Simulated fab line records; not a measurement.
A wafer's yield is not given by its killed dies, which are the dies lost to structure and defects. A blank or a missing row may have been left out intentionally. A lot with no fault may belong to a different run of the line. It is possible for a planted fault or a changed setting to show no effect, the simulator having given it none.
fab line records    flow gf180mcu
record: lots: 5  wafers: 15  last-day: 34
route steps=602 shown M2@372 V2@382 M3@409 PASSIVATION@602
lots with no fault: from the same line, run without faults
start-h: hours from the record's first day to the start of the lot's first wafer shown    wait-h: time in hours since the lot's previous step    " repeats the value in the row above    L1.1+2: one row covering several wafers at once    - no value, or no start given    * or withheld: withheld    < > ~ a bound
route shown NAME@n: a module of which the file shows steps, and the number in the route of the first    usual: mean/standard deviation taken from wafers without a fault    same: alike in all rows    chamber/n: place in a boat    sites: readings site by site    _std_site: the values' standard deviation    _edge_site: inner sites' mean taken away from outer sites' mean    radius-mm: for every site, how far away it sits from the centre of the wafer    mask NAME#n: copy n    behind: the tool/chamber that last shaped the wafer    hold: the reason the lot was held/the length of the hold in hours/how it ended    device: the n, p or np transistor that did not switch    end of line: the route-end tests of the same wafers    where a step has no rows: the recipe by itself    killed: count of dies lost to structure and defects at first sort (not the wafer's yield)    map: shows each die of a wafer: x if killed, . if not, _ if none is there
set.NAME: the setting as run; set.NAME@STEP: as run at that earlier step    model.NAME: the simulator's own value behind a step, which no gauge read
lots at some steps of the route; a table a step, a row a wafer
services: from which hour (start-h, from the record's first day; less than 0 if before it) a tool's chamber was out of use, for how many hours, and why
== steps ==
step: GF_M2_SOFTBAKE_10
recipe: temp-c: 130  time-s: 60  resist: KrF
step: GF_M2_EXPOSE_11
recipe: mask-id: Metal2  target-cd-nm: 280  na: 0.68  source-shape: conventional  sigma-outer: 0.6  dose-mj: 28
step: GF_M2_PEB_12
recipe: peb-temp-c: 135  peb-time-s: 90  resist: KrF
step: GF_M2_DEVELOP_13
recipe: develop-time-s: 60  dev-temp-c: 21
step: GF_M2_CD_MEAS_14
recipe: target-cd-nm: 280
usual: cd-nm: 279.7/1.2
lot.wafer  tool       chamber  start-h  wait-h  cd-nm
L559.2     cd-sem-01  -        448.22   0.1     281.2
L559.3     "          -        "        "       281.1
L559.4     "          -        "        "       280.2
L567.1     cd-sem-02  -        515.69   0.1     278.9
L567.3     "          -        "        "       277.3
L567.4     "          -        "        "       279.3
L572.2     cd-sem-02  -        557.36   0.1     278.7
L572.4     "          -        "        "       279.4
L572.6     "          -        "        "       280.8
L580.3     cd-sem-01  -        619.03   0.1     280.0
L580.5     "          -        "        "       281.3
L580.6     "          -        "        "       280.7
L581.3     cd-sem-01  -        625.98   0.1     278.8
L581.4     "          -        "        "       278.2
L581.5     "          -        "        "       278.3
step: GF_M2_OVL_MEAS_15
usual: M2_OVL: -2/6.4
lot.wafer  tool        chamber  start-h  wait-h  M2_OVL[nm]
L559.2     overlay-02  -        448.32   0.1     -10
L559.3     "           -        "        "       0
L559.4     "           -        "        "       -1
L567.1     overlay-02  -        515.81   0.1     -4
L567.3     "           -        "        "       -3
L567.4     "           -        "        "       5
L572.2     overlay-01  -        557.47   0.1     4
L572.4     "           -        "        "       5
L572.6     "           -        "        "       -1
L580.3     overlay-02  -        619.13   0.1     3
L580.5     "           -        "        "       0
L580.6     "           -        "        "       -5
L581.3     overlay-02  -        626.07   0.1     -1
L581.4     "           -        "        "       0
L581.5     "           -        "        "       -2
step: GF_M2_METAL_ETCH_16
recipe: chemistry: Cl2/BCl3  mask-material: KrF  target-depth-nm: 750.8  stop-on: SiO2  pressure-mtorr: 8  icp-w: 800  bias-w: 142.3  Cl2_flow_sccm: 80  bcl3-flow-sccm: 40  time-s: 125.1
step: GF_M2_STRIP_17
recipe: chemistry: O2/N2  power-w: 1400  pressure-mtorr: 1500  platen-temp-c: 250  o2-flow-sccm: 3000  n2-flow-sccm: 300  overash-fraction: 0.5
usual: drypump-motor-current-A: 5.6/0.42  heater-power-w: 329/11  oes-product-au: 0.536/0.0046  strip-time-to-endpoint-s: 7.35/0.05
lot.wafer  tool             chamber  start-h  wait-h  drypump-motor-current-A  heater-power-w  oes-product-au  rf-hours-counter-h  strip-time-to-endpoint-s
L559.2     plasma-asher-02  0        448.48   0.1     6.0                      330             0.537           2                   7.34
L559.3     "                0        "        "       6.0                      325             0.538           -                   7.40
L559.4     "                1        "        "       4.8                      322             0.539           -                   7.37
L567.1     plasma-asher-04  0        515.98   0.1     5.4                      324             0.541           90                  7.40
L567.3     "                1        "        "       6.1                      351             0.545           -                   7.44
L567.4     "                0        "        "       5.4                      325             0.537           -                   7.40
L572.2     plasma-asher-01  1        557.76   0.2     5.6                      322             0.530           79                  7.34
L572.4     "                0        "        "       5.4                      322             0.534           -                   7.28
L572.6     "                1        "        "       5.6                      316             0.537           -                   7.31
L580.3     plasma-asher-02  1        619.31   0.1     4.8                      327             0.532           -                   7.29
L580.5     "                0        "        "       6.0                      327             0.542           -                   7.30
L580.6     "                1        "        "       4.8                      319             0.532           -                   7.32
L581.3     plasma-asher-04  1        626.26   0.1     6.1                      347             0.528           -                   7.35
L581.4     "                0        "        "       5.4                      332             0.537           -                   7.34
L581.5     "                1        "        "       6.1                      339             0.545           -                   7.40
step: GF_M2_STRIP_18
recipe: chemistry: post-etch-residue-remover  time-s: 1200  temp-c: 72.5
step: GF_M2_CLEAN_19
recipe: chemistry: DIW  dry: n2-spin
step: GF_V2_CVD_00
recipe: material: SiO2  target-thk-nm: 600  sigma-open-frac: 0.3  temp-c: 400  time-s: 100  sih4-flow-sccm: 60  pressure-mtorr: 6
step: GF_V2_THK_MEAS_01
recipe: reads: SiO2_of_V2_CVD_00
usual: V2_CVD_00_THK: 603/10
lot.wafer  tool           chamber  start-h  wait-h  V2_CVD_00_THK[nm]
L559.2     film-metro-02  -        449.13   0.0     591
L559.3     "              -        "        "       611
L559.4     "              -        "        "       613
L567.1     film-metro-02  -        516.58   0.0     601
L567.3     "              -        "        "       601
L567.4     "              -        "        "       608
L572.2     film-metro-04  -        558.37   0.0     621
L572.4     "              -        "        "       606
L572.6     "              -        "        "       608
L580.3     film-metro-04  -        619.94   0.1     596
L580.5     "              -        "        "       610
L580.6     "              -        "        "       607
L581.3     film-metro-04  -        626.85   0.1     602
L581.4     "              -        "        "       607
L581.5     "              -        "        "       596
step: GF_V2_CVD_02
recipe: material: SiO2  target-thk-nm: 850  precursor: TEOS  temp-c: 400  time-s: 94.851  rf-w: 600
usual: heater-power-w: 626/90
lot.wafer  tool      chamber  start-h  wait-h  heater-power-w  model.SiO2_of_V2_CVD_02.thk-nm
L559.2     pecvd-04  1        449.18   0.0     636             834.8
L559.3     "         0        "        "       661             844.8
L559.4     "         1        "        "       643             855.9
L567.1     pecvd-03  1        516.64   0.1     688             829.7
L567.3     "         2        "        "       648             829.9
L567.4     "         1        "        "       553             840.7
L572.2     pecvd-04  2        558.42   0.0     512             330.3
L572.4     "         1        "        "       592             864.3
L572.6     "         0        "        "       521             876.1
L580.3     pecvd-01  1        619.98   0.0     731             840.1
L580.5     "         0        "        "       522             873
L580.6     "         1        "        "       589             858
L581.3     pecvd-03  0        626.89   0.0     870             847.8
L581.4     "         1        "        "       628             842.1
L581.5     "         0        "        "       695             857.9
step: GF_V2_THK_MEAS_03
recipe: reads: SiO2_of_V2_CVD_02
usual: V2_CVD_02_THK: 850/12
lot.wafer  tool           chamber  start-h  wait-h  V2_CVD_02_THK[nm]
L559.2     film-metro-01  -        449.26   0.0     834
L559.3     "              -        "        "       845
L559.4     "              -        "        "       855
L567.1     film-metro-04  -        516.71   0.0     829
L567.3     "              -        "        "       830
L567.4     "              -        "        "       841
L572.2     film-metro-02  -        558.50   0.0     330
L572.4     "              -        "        "       865
L572.6     "              -        "        "       876
L580.3     film-metro-04  -        620.07   0.1     840
L580.5     "              -        "        "       873
L580.6     "              -        "        "       858
L581.3     film-metro-01  -        626.98   0.1     848
L581.4     "              -        "        "       842
L581.5     "              -        "        "       859
step: GF_V2_CMP_04
recipe: material: SiO2  down-force-psi: 4  platen-rpm: 60  pad-velocity-m-s: 0.94248
usual: motor-current-A: 12.4/2  retaining-ring-pressure-frac: 1.000/0.005  time-to-endpoint-s: 79/6.7
lot.wafer  tool    chamber  start-h  wait-h  motor-current-A  retaining-ring-pressure-frac  time-to-endpoint-s
L559.3     cmp-01  1        449.31   0.0     10.3             0.998                         69
L559.4     "       3        "        "       11.8             0.993                         83
L559.2     "       0        "        "       10.0             0.993                         70
L567.3     cmp-01  2        516.77   0.0     12.7             1.008                         70
L567.1     "       3        "        "       11.7             1.003                         72
L567.4     "       0        "        "       9.5              0.998                         78
L572.4     cmp-02  1        558.55   0.0     16.8             1.003                         90
L572.2     "       0        "        "       12.0             1.009                         16
L572.6     "       1        "        "       16.6             1.006                         94
L580.3     cmp-01  3        620.23   0.1     11.4             1.006                         79
L580.6     "       3        "        "       11.6             0.995                         89
L580.5     "       0        "        "       9.5              1.004                         92
L581.3     cmp-02  2        627.07   0.1     13.5             1.003                         77
L581.4     "       3        "        "       10.4             0.996                         74
L581.5     "       1        "        "       16.4             1.003                         78
step: GF_V2_BOW_MEAS_05
recipe: mode: bow
usual: V2_BOW: 102/7.9
lot.wafer  tool           chamber  start-h  wait-h  V2_BOW[um]
L559.2     film-metro-02  -        449.63   0.1     105
L559.3     "              -        "        "       106
L559.4     "              -        "        "       95
L567.1     film-metro-02  -        517.07   0.2     108
L567.3     "              -        "        "       101
L567.4     "              -        "        "       112
L572.2     film-metro-04  -        558.87   0.1     87
L572.4     "              -        "        "       108
L572.6     "              -        "        "       110
L580.3     film-metro-01  -        620.57   0.3     96
L580.5     "              -        "        "       105
L580.6     "              -        "        "       91
L581.3     film-metro-02  -        627.36   0.2     111
L581.4     "              -        "        "       106
L581.5     "              -        "        "       113
step: GF_V2_DEHYDRATE_06
recipe: temp-c: 200  time-s: 60
step: GF_V2_HMDS_07
recipe: prime-time-s: 60  prime-temp-c: 120
step: GF_V2_COAT_08
recipe: resist: BARC  temp-c: withheld  time-s: withheld  spin-rpm: withheld  resist-thk-nm: withheld
step: GF_V2_COAT_09
recipe: resist: KrF  spin-rpm: withheld  resist-thk-nm: 990.2
step: GF_V2_SOFTBAKE_10
recipe: temp-c: 130  time-s: 60  resist: KrF
step: GF_V2_EXPOSE_11
recipe: mask-id: Via2  target-cd-nm: 260  na: 0.68  source-shape: conventional  sigma-outer: 0.6  dose-mj: 38
step: GF_V2_PEB_12
recipe: peb-temp-c: 135  peb-time-s: 90  resist: KrF
step: GF_V2_DEVELOP_13
recipe: develop-time-s: 60  resist: KrF  dev-temp-c: 21
step: GF_V2_CD_MEAS_14
recipe: target-cd-nm: 260
usual: cd-nm: 260.3/1.1
lot.wafer  tool       chamber  start-h  wait-h  cd-nm
L559.2     cd-sem-02  -        474.32   0.1     259.5
L559.3     "          -        "        "       260.7
L559.4     "          -        "        "       259.9
L567.1     cd-sem-01  -        540.05   0.1     262.0
L567.3     "          -        "        "       260.2
L567.4     "          -        "        "       260.9
L572.2     cd-sem-01  -        580.61   0.1     260.3
L572.4     "          -        "        "       261.0
L572.6     "          -        "        "       260.1
L580.3     cd-sem-01  -        640.89   0.1     260.7
L580.5     "          -        "        "       259.5
L580.6     "          -        "        "       259.7
L581.3     cd-sem-01  -        646.45   0.1     260.4
L581.4     "          -        "        "       260.7
L581.5     "          -        "        "       260.3
step: GF_V2_OVL_MEAS_15
usual: V2_OVL: 1/5.6
lot.wafer  tool        chamber  start-h  wait-h  V2_OVL[nm]
L559.2     overlay-01  -        474.42   0.1     3
L559.3     "           -        "        "       0
L559.4     "           -        "        "       1
L567.1     overlay-01  -        540.17   0.1     6
L567.3     "           -        "        "       9
L567.4     "           -        "        "       6
L572.2     overlay-01  -        580.72   0.1     0
L572.4     "           -        "        "       -2
L572.6     "           -        "        "       -5
L580.3     overlay-02  -        640.98   0.1     -1
L580.5     "           -        "        "       2
L580.6     "           -        "        "       4
L581.3     overlay-02  -        646.54   0.1     0
L581.4     "           -        "        "       3
L581.5     "           -        "        "       5
step: GF_V2_ETCH_16
recipe: chemistry: N2/H2  target-depth-a: withheld  overetch-a: withheld  time-s: withheld  target: BARC  ion-energy-ev: 200  source-w: 500  bias-w: 100  pressure-mtorr: 30  n2-flow-sccm: 100  h2-flow-sccm: 200
usual: drypump-motor-current-A: 5.8/0.44  oes-product-au: 0.855/0.0047  throttle-valve-pct: 13.226/0.0094
lot.wafer  tool         chamber  start-h  wait-h  drypump-motor-current-A  oes-product-au  throttle-valve-pct
L559.2     rie-diel-03  1        474.45   0.0     5.2                      0.859           13.219
L559.3     "            2        "        "       5.2                      0.856           13.247
L559.4     "            3        "        "       5.8                      0.852           13.208
L567.1     rie-diel-03  3        540.20   0.0     5.9                      0.853           13.218
L567.3     "            2        "        "       5.2                      0.851           13.226
L567.4     "            1        "        "       5.2                      0.855           13.222
L572.2     rie-diel-01  1        580.75   0.0     5.4                      0.852           13.237
L572.4     "            3        "        "       5.9                      0.857           13.221
L572.6     "            0        "        "       6.3                      0.842           13.210
L580.3     rie-diel-03  3        641.00   0.0     5.8                      0.857           13.232
L580.5     "            0        "        "       5.7                      0.855           13.217
L580.6     "            3        "        "       5.8                      0.852           13.218
L581.3     rie-diel-03  2        646.56   0.0     5.2                      0.856           13.241
L581.4     "            0        "        "       5.7                      0.856           13.211
L581.5     "            2        "        "       5.2                      0.857           13.226
step: GF_V2_ETCH_17
recipe: chemistry: C4F8/O2/Ar  mask-material: KrF  target: SiO2  stop-on: TiN  source-w: 1500  bias-w: 1200  pressure-mtorr: 40  c4f8-flow-sccm: withheld  O2_flow_sccm: 6  Ar_flow_sccm: 300  time-s: withheld  target-depth-a: 6300
usual: oes-product-au: 0.855/0.0043
lot.wafer  tool         chamber  start-h  wait-h  oes-product-au  model.V2.feature-depth-nm  model.etch.depth-nm
L559.2     rie-diel-03  1        -        -       0.854           631.7                      631.7
L559.3     "            2        "        "       0.851           629.5                      629.5
L559.4     "            3        "        "       0.852           631.9                      631.9
L567.1     rie-diel-03  3        -        -       0.855           634.2                      634.2
L567.3     "            2        "        "       0.848           633.2                      633.2
L567.4     "            1        "        "       0.849           633.6                      633.6
L572.2     rie-diel-01  1        -        -       0.628           330.3                      330.3
L572.4     "            3        "        "       0.854           630.9                      630.9
L572.6     "            0        "        "       0.857           630.1                      630.1
L580.3     rie-diel-03  3        -        -       0.856           632                        632
L580.5     "            0        "        "       0.854           632.7                      632.7
L580.6     "            3        "        "       0.865           632.8                      632.8
L581.3     rie-diel-03  2        -        -       0.857           631.9                      631.9
L581.4     "            0        "        "       0.850           632                        632
L581.5     "            2        "        "       0.854           632.3                      632.3
step: GF_V2_STRIP_18
recipe: chemistry: O2/N2  power-w: 1400  pressure-mtorr: 1500  platen-temp-c: 250  o2-flow-sccm: 3000  n2-flow-sccm: 300  overash-fraction: 0.5
usual: drypump-motor-current-A: 5.58/0.23  heater-power-w: 322/19  oes-product-au: 0.588/0.0051
lot.wafer  tool             chamber  start-h  wait-h  drypump-motor-current-A  heater-power-w  oes-product-au  rf-hours-counter-h
L559.2     plasma-asher-04  0        474.58   -       5.42                     329             0.589           85
L559.3     "                0        "        "       5.42                     330             0.581           -
L559.4     "                1        "        "       6.11                     338             0.593           -
L567.1     plasma-asher-01  1        540.33   -       5.57                     326             0.589           77
L567.3     "                1        "        "       5.57                     317             0.587           -
L567.4     "                0        "        "       5.38                     322             0.589           -
L572.2     plasma-asher-01  0        580.88   -       5.39                     339             0.587           82
L572.4     "                1        "        "       5.58                     321             0.593           -
L572.6     "                0        "        "       5.38                     329             0.588           -
L580.3     plasma-asher-01  1        641.16   -       5.56                     318             0.587           -
L580.5     "                1        "        "       5.57                     326             0.582           -
L580.6     "                0        "        "       5.37                     331             0.592           -
L581.3     plasma-asher-03  1        646.73   -       5.63                     276             0.582           -
L581.4     "                0        "        "       5.67                     322             0.591           -
L581.5     "                1        "        "       5.63                     277             0.588           -
step: GF_V2_STRIP_19
recipe: chemistry: post-etch-residue-remover  time-s: 1200  temp-c: 72.5
step: GF_V2_CLEAN_20
recipe: chemistry: DIW  dry: n2-spin
step: GF_V2_SPUTTER_21
recipe: material: Ti  target-thk-nm: 15  chamber-pressure-pa: 5  power-w: 2500  substrate-temp-c: 200  time-s: 80.02
usual: substrate-temp-c: 199.98/0.16  throttle-valve-pct: 29.8/1.1
lot.wafer  tool            chamber  start-h  wait-h  substrate-temp-c  throttle-valve-pct
L559.2     pvd-sputter-02  -        475.12   0.0     200.00            30.7
L559.3     "               -        "        "       200.27            29.7
L559.4     "               -        "        "       199.99            28.6
L567.1     pvd-sputter-02  -        540.87   0.0     199.84            29.5
L567.3     "               -        "        "       200.12            27.9
L567.4     "               -        "        "       200.12            30.3
L572.2     pvd-sputter-01  -        581.42   0.0     200.09            29.4
L572.4     "               -        "        "       199.83            31.1
L572.6     "               -        "        "       199.86            30.1
L580.3     pvd-sputter-01  -        641.73   0.0     199.94            31.1
L580.5     "               -        "        "       200.12            30.1
L580.6     "               -        "        "       200.04            29.2
L581.3     pvd-sputter-01  -        647.26   0.0     199.93            30.0
L581.4     "               -        "        "       200.01            29.4
L581.5     "               -        "        "       200.25            30.1
step: GF_V2_SPUTTER_22
recipe: material: TiN  target-thk-nm: 10  chamber-pressure-pa: 5  power-w: 4000  time-s: 40
step: GF_V2_CVD_23
recipe: material: W  target-thk-nm: 350  time-s: 104.94  temp-c: 400  pressure-torr: 40
usual: heater-power-w: 870/49
lot.wafer  tool      chamber  start-h  wait-h  heater-power-w
L559.2     cvd-w-02  0        475.25   0.1     851
L559.3     "         0        "        "       866
L559.4     "         0        "        "       866
L567.1     cvd-w-02  1        540.97   0.0     828
L567.3     "         1        "        "       847
L567.4     "         0        "        "       871
L572.2     cvd-w-01  0        581.52   0.0     829
L572.4     "         0        "        "       806
L572.6     "         0        "        "       814
L580.3     cvd-w-01  1        641.86   0.1     948
L580.5     "         0        "        "       854
L580.6     "         1        "        "       937
L581.3     cvd-w-02  1        647.40   0.1     835
L581.4     "         0        "        "       874
L581.5     "         0        "        "       899
step: GF_V2_RS_MEAS_24
recipe: thk-meas-gauge: four-point-probe  reads: W_of_V2_CVD_23+TiN_of_V2_SPUTTER_22+Ti_of_V2_SPUTTER_21
usual: V2_W_RS: 0.329/0.0045
lot.wafer  tool           chamber  start-h  wait-h  V2_W_RS[ohm/sq]
L559.2     film-metro-01  -        475.46   0.2     0.324
L559.3     "              -        "        "       0.326
L559.4     "              -        "        "       0.328
L567.1     film-metro-04  -        541.09   0.1     0.338
L567.3     "              -        "        "       0.340
L567.4     "              -        "        "       0.334
L572.2     film-metro-04  -        581.65   0.1     0.321
L572.4     "              -        "        "       0.320
L572.6     "              -        "        "       0.321
L580.3     film-metro-01  -        641.98   0.1     0.325
L580.5     "              -        "        "       0.322
L580.6     "              -        "        "       0.329
L581.3     film-metro-02  -        647.51   0.1     0.335
L581.4     "              -        "        "       0.327
L581.5     "              -        "        "       0.329
step: GF_V2_THK_MEAS_25
recipe: thk-meas-gauge: xrf  reads: W_of_V2_CVD_23
usual: V2_W_THK: 350/5
lot.wafer  tool           chamber  start-h  wait-h  V2_W_THK[nm]
L559.2     film-metro-01  -        475.57   0.1     351
L559.3     "              -        "        "       350
L559.4     "              -        "        "       347
L567.1     film-metro-04  -        541.21   0.1     339
L567.3     "              -        "        "       335
L567.4     "              -        "        "       344
L572.2     film-metro-04  -        581.76   0.1     360
L572.4     "              -        "        "       362
L572.6     "              -        "        "       361
L580.3     film-metro-01  -        642.08   0.1     352
L580.5     "              -        "        "       354
L580.6     "              -        "        "       348
L581.3     film-metro-02  -        647.61   0.1     344
L581.4     "              -        "        "       350
L581.5     "              -        "        "       349
step: GF_V2_CMP_26
recipe: stop-on: SiO2  down-force-psi: 3.5  platen-rpm: 60  t-overpolish-s: 15  target-thk-nm: 0  pad-velocity-m-s: 0.94248
usual: motor-current-A: 11.1/1.8  overpolish-run-s: 15.001/0.0085  retaining-ring-pressure-frac: 0.999/0.0052  time-to-endpoint-s: 83/4.7
lot.wafer  tool    chamber  start-h  wait-h  motor-current-A  overpolish-run-s  retaining-ring-pressure-frac  time-to-endpoint-s  model.SiO2_of_V2_CVD_02.thk-nm
L559.3     cmp-02  3        476.38   0.8     9.9              15.006            1.004                         83                  625.7
L559.4     "       0        "        "       11.1             14.996            0.993                         81                  628.1
L559.2     "       1        "        "       15.1             15.019            0.999                         86                  627.9
L567.4     cmp-02  3        541.27   0.0     10.2             15.012            0.998                         75                  629.8
L567.3     "       0        "        "       11.2             15.006            1.005                         70                  629.4
L567.1     "       1        "        "       15.0             15.004            1.004                         74                  630.4
L572.4     cmp-01  1        581.91   0.1     9.4              14.997            1.003                         82                  627.1
L572.2     "       2        "        "       11.5             14.993            0.993                         87                  326.5
L572.6     "       3        "        "       10.3             15.003            0.997                         92                  626.3
L580.3     cmp-02  3        642.36   0.3     9.4              15.010            0.987                         82                  628.2
L580.6     "       0        "        "       10.7             15.008            0.999                         79                  629.1
L580.5     "       1        "        "       14.6             14.996            0.998                         85                  628.9
L581.4     cmp-01  2        647.75   0.1     11.4             14.995            1.009                         84                  628.2
L581.3     "       3        "        "       10.5             15.000            0.997                         84                  628.1
L581.5     "       1        "        "       9.5              14.986            0.994                         80                  628.5
step: GF_M3_SPUTTER_00
recipe: material: Ti  target-thk-nm: 37.5  arriving-ion-energy-ev: 80  substrate-temp-c: 200  chamber-pressure-pa: 2  power-w: 4000  time-s: 150
step: GF_PASSIVATION_PROBE_99
lot.wafer  tool       chamber  start-h  wait-h  model.etest.met3-comb.leak-log10-a-um  model.etest.via2-chain.rc-ohm
L559.2     prober-01  -        682.88   0.1     -12.34                                 6.636
L559.3     prober-01  -        682.93   0.2     -12.15                                 6.394
L559.4     prober-01  -        682.98   0.2     -11.98                                 6.467
L567.1     prober-01  -        731.40   0.1     -11.87                                 6.41
L567.3     prober-01  -        731.50   0.2     -12.04                                 6.335
L567.4     prober-01  -        731.55   0.2     -11.81                                 6.592
L572.2     prober-02  -        764.63   0.1     -7.143                                 5.615
L572.4     prober-02  -        764.73   0.2     -11.96                                 6.189
L572.6     prober-02  -        764.83   0.2     -12.1                                  6.399
L580.3     prober-01  -        812.13   0.2     -12.04                                 6.374
L580.5     prober-01  -        812.23   0.2     -11.79                                 6.564
L580.6     prober-01  -        812.28   0.2     -12.03                                 6.639
L581.3     prober-02  -        815.03   0.2     -11.95                                 6.804
L581.4     prober-02  -        815.08   0.2     -12.16                                 6.53
L581.5     prober-02  -        815.13   0.2     -11.89                                 6.509
killed by level:class
L559.2 M1:geometric-particle:short=5 V5:geometric-particle:open=5 CONTACT:geometric-particle:open=4 V4:geometric-particle:open=4 M4:geometric-particle:short=3 V3:geometric-particle:open=3 M3:geometric-particle:short=2 HV_LDD:geometric-particle:open=2
L559.3 V1:geometric-particle:open=6 V4:geometric-particle:open=6 CONTACT:geometric-particle:open=4 STI:geometric-particle:open=3 V5:geometric-particle:open=3 V3:geometric-particle:short=3 STI:geometric-particle:short=2 CONTACT:geometric-particle:short=2
L559.4 V5:geometric-particle:open=7 STI:geometric-particle:short=4 CONTACT:geometric-particle:open=4 V4:geometric-particle:open=4 SAB:geometric-particle:short=2 CONTACT:geometric-particle:short=2 V1:geometric-particle:short=2 M2:geometric-particle:short=2
L567.1 CONTACT:geometric-particle:open=6 V4:geometric-particle:open=6 TOP_METAL:geometric-particle:short=5 V3:geometric-particle:open=4 V1:geometric-particle:open=3 M3:geometric-particle:short=3 M4:geometric-particle:short=3 V4:geometric-particle:short=3
L567.3 V3:geometric-particle:open=4 POLY_GATE:geometric-particle:open=3 CONTACT:geometric-particle:open=3 M1:geometric-particle:short=3 V1:geometric-particle:open=3 V5:geometric-particle:short=3 V5:geometric-particle:open=3 M3:geometric-particle:short=2
L567.4 V1:geometric-particle:open=7 V2:geometric-particle:open=4 M3:geometric-particle:short=4 STI:geometric-particle:open=3 POLY_GATE:geometric-particle:short=3 M1:geometric-particle:short=3 V1:geometric-particle:short=3 V3:geometric-particle:open=3
L580.3 CONTACT:geometric-particle:open=10 V3:geometric-particle:open=4 V4:geometric-particle:open=4 STI:geometric-particle:open=3 POLY_GATE:geometric-particle:open=3 POLY_GATE:geometric-particle:short=3 M1:geometric-particle:short=3 V2:geometric-particle:open=3
L580.5 V3:geometric-particle:open=8 V5:geometric-particle:open=4 STI:geometric-particle:open=3 POLY_GATE:geometric-particle:short=3 V2:geometric-particle:open=3 V5:geometric-particle:short=3 CONTACT:geometric-particle:open=2 M1:geometric-particle:short=2
L580.6 STI:geometric-particle:short=7 M2:geometric-particle:short=5 V3:geometric-particle:short=4 POLY_GATE:geometric-particle:short=3 M1:geometric-particle:short=3 V3:geometric-particle:open=3 STI:geometric-particle:open=2 V2:geometric-particle:open=2
L581.3 CONTACT:geometric-particle:short=6 CONTACT:geometric-particle:open=4 V1:geometric-particle:open=4 V2:geometric-particle:open=4 V2:geometric-particle:short=3 V3:geometric-particle:open=3 V4:geometric-particle:short=3 STI:geometric-particle:open=2
L581.4 V4:geometric-particle:open=5 V2:geometric-particle:open=5 STI:geometric-particle:open=4 CONTACT:geometric-particle:open=4 M1:geometric-particle:short=4 STI:geometric-particle:short=3 M2:geometric-particle:short=3 V3:geometric-particle:open=3
L581.5 V4:geometric-particle:open=5 V1:geometric-particle:open=4 V4:geometric-particle:short=3 V2:geometric-particle:open=3 V3:geometric-particle:short=3 M4:geometric-particle:short=3 STI:geometric-particle:open=2 CONTACT:geometric-particle:open=2
== services ==
tool             chamber  start-h  hours  kind
rie-diel-01      1        427.39   6.7    repair
pecvd-03         2        431.86   18.2   repair
pvd-sputter-01   -        447.01   5.3    repair
plasma-asher-04  -        448.14   0.6    repair
cmp-02           -        458.54   6.2    pm
rie-diel-03      0        459.74   12.5   repair
cmp-02           -        468.47   0.3    repair
cvd-w-02         1        471.12   6.8    repair
cmp-01           -        473.33   5.8    repair
cmp-02           -        475.55   0.8    repair
cmp-01           -        479.11   12.1   pm
plasma-asher-04  -        483.29   1.3    repair
plasma-asher-04  -        490.10   1.0    repair
rie-diel-03      3        515.95   7.2    repair
cvd-w-02         0        548.45   6.6    repair
rie-diel-03      0        551.66   10.7   repair
rie-diel-03      -        553.15   4.0    repair
rie-diel-03      1        554.30   4.4    repair
cmp-02           -        561.81   8.6    pm
rie-diel-03      -        573.87   15.6   pm
cmp-02           -        574.93   4.0    pm
cmp-01           -        593.93   6.0    pm
cvd-w-02         0        603.25   2.3    repair
cmp-01           -        606.31   1.2    repair
== key ==
first-sign: step: GF_V2_THK_MEAS_03  reading: V2_CVD_02_THK  direction: down  sigmas: 42  usual: 850  struck: 330
effect: step: GF_V2_CMP_04  reading: time-to-endpoint-s  direction: down  sigmas: 9.4  usual: *  struck: *
effect: step: GF_V2_ETCH_17  reading: oes-product-au  direction: down  sigmas: 53  usual: 0.855  struck: 0.628
model-effect: step: GF_V2_CVD_02  value: SiO2_of_V2_CVD_02.thk-nm  without: 837  struck: 330.3
model-effect: step: GF_V2_ETCH_17  value: V2.feature-depth-nm  without: 629.8  struck: 330.3
model-effect: step: GF_V2_CMP_26  value: SiO2_of_V2_CVD_02.thk-nm  without: 626  struck: 326.5
model-effect: step: GF_PASSIVATION_PROBE_99  value: etest.met3-comb.leak-log10-a-um  without: -11.99  struck: -7.143
met-at GF_V2_CVD_02
struck-wafers L572.2
sort-left-out L572.2
fault: kind: process-parameter-drift  tool: pecvd-04  chamber: 2  onset-h: 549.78  steps: GF_V2_CVD_02  channel: target-thk-nm  offset: -510.55  shape: step  end-h: 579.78  acts-in: these-recipes-only  stated: 850
sort-left-out: the simulated sort isn't trusted on such a fault, so these wafers' sort isn't shown, and their yield isn't known
